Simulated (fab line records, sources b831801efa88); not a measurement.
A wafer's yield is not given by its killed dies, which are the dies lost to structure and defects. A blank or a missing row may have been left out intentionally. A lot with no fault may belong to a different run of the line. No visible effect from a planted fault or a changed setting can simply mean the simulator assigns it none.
A lot that was struck, set against a sound lot :: flow sky130 :: 18 out of 708 route steps
Sound: these wafers, L128.1, L128.5, L128.6. Struck: wafers L132.3, L132.4, L132.5. The cause is named last.
At each step with rows: each side's tool, then ch and its chambers, then its first start. Under that, the readings that differ: sound wafers :: struck wafers :: difference of the means :: sigmas: that difference in standard deviations of wafers without a fault.
alike: words and numbers the same on both sides, and readings whose means are apart by under 2 such deviations; not compared: readings that were withheld, readings missing a value for some wafer, numbers with overlapping values and no deviation given by the record, and bounds like >300 which may hide the same value.
A row with sigmas, a row that says differs or no value, or rows on one side alone: a step with any of these is where the two part. Non-overlapping numbers with no deviation appear without sigmas and do not part them. A reading that every wafer of one side lacks parts them only if that side has two wafers or more.

first, 1 step without rows for these wafers: SKY_VT_ADJUST_PCH_IMPLANT_08.
SKY_VT_ADJUST_PCH_STRIP_09: strips in O2/N2.
  sound on plasma-asher-02 ch 0,1, day 10 05:46; struck on plasma-asher-04 ch 0,1, day 11 10:41
  alike: drypump-motor-current-A, oes-product-au, strip-time-to-endpoint-s
  not compared: rf-hours-counter-h
SKY_VT_ADJUST_PCH_TW_MEAS_10:
  struck on film-metro-03, day 11 10:46; sound on film-metro-03, day 10 05:52
  alike: VT_ADJUST_PCH_TW
then, 7 steps without rows for these wafers: SKY_SONOS_TUNNEL_DEHYDRATE_00 (time 60 s); SKY_SONOS_TUNNEL_HMDS_01 (prime time 60 s); SKY_SONOS_TUNNEL_COAT_02 (resist thk 1140 nm); SKY_SONOS_TUNNEL_SOFTBAKE_03 (time 60 s); SKY_SONOS_TUNNEL_EXPOSE_04 (exposes mask TUNM, target cd 410 nm); SKY_SONOS_TUNNEL_PEB_05; SKY_SONOS_TUNNEL_DEVELOP_06 (develop time 60 s).
SKY_SONOS_TUNNEL_CD_MEAS_07: target cd 410 nm.
  struck on cd-sem-01, day 12 09:48; sound on cd-sem-01, day 11 04:28
  alike: cd-nm
SKY_SONOS_TUNNEL_OVL_MEAS_08:
  struck on overlay-01, day 12 09:53; sound on overlay-02, day 11 04:35
  alike: SONOS_TUNNEL_OVL
SKY_SONOS_TUNNEL_IMPLANT_09:
  sound on implanter-02 ch 0, day 11 04:37; struck on implanter-04 ch 0, day 12 09:58
reading: implant-ion-amu
sound: 11 11 11
struck: 49 49 49
difference: +38
sigmas: 

reading: model.implant.rp-nm (nm)
sound: 66.28 66.28 66.28
struck: 16.99 16.99 16.99
difference: -49.29
sigmas: 

reading: model.implant.drp-nm (nm)
sound: 28.34 28.34 28.34
struck: 9.752 9.752 9.752
difference: -18.588
sigmas: 
then, 2 steps without rows for these wafers: SKY_SONOS_TUNNEL_WET_ETCH_10 (etches SiO2 in dHF, target depth 14 nm, time 280 s); SKY_SONOS_TUNNEL_STRIP_11 (strips in SPM, time 600 s).
SKY_SONOS_TUNNEL_TW_MEAS_12:
  struck on film-metro-04, day 12 10:23; sound on film-metro-02, day 11 05:02
reading: SONOS_TUNNEL_TW
sound: 196.0 195.1 194.8
struck: 292.4 293.6 294.4
difference: +98.2
sigmas: +65
then, 1 step without rows for these wafers: SKY_SONOS_TUNNEL_CLEAN_13 (cleans in dHF, time 20 s).
-- record jumps: 34 days separate the struck wafers' starts on either side; left off in module SONOS_TUNNEL, taken up again in module PAD_OPEN, whose first shown step is the route's number 708 --
SKY_PAD_OPEN_PROBE_99:
  struck on prober-01, day 46 13:32; sound on prober-01, day 45 09:39
reading: model.etest.sonos-programmed.off-log10-a-um
sound: -13.88 -13.95 -14.02
struck: -12.14 -12.42 -12.8
difference: +1.50
sigmas: 
  alike: killed_at_M0_to_M3, killed_at_M4_up, killed-at-contacts, killed-at-front-end, killed-at-other, killed-dies, killed-open, killed-short

WHERE THEY PART
Only at SKY_SONOS_TUNNEL_TW_MEAS_12, within this record. Later steps at which nothing parts them and some readings are alike: SKY_PAD_OPEN_PROBE_99.

WHY: what the simulator had put in
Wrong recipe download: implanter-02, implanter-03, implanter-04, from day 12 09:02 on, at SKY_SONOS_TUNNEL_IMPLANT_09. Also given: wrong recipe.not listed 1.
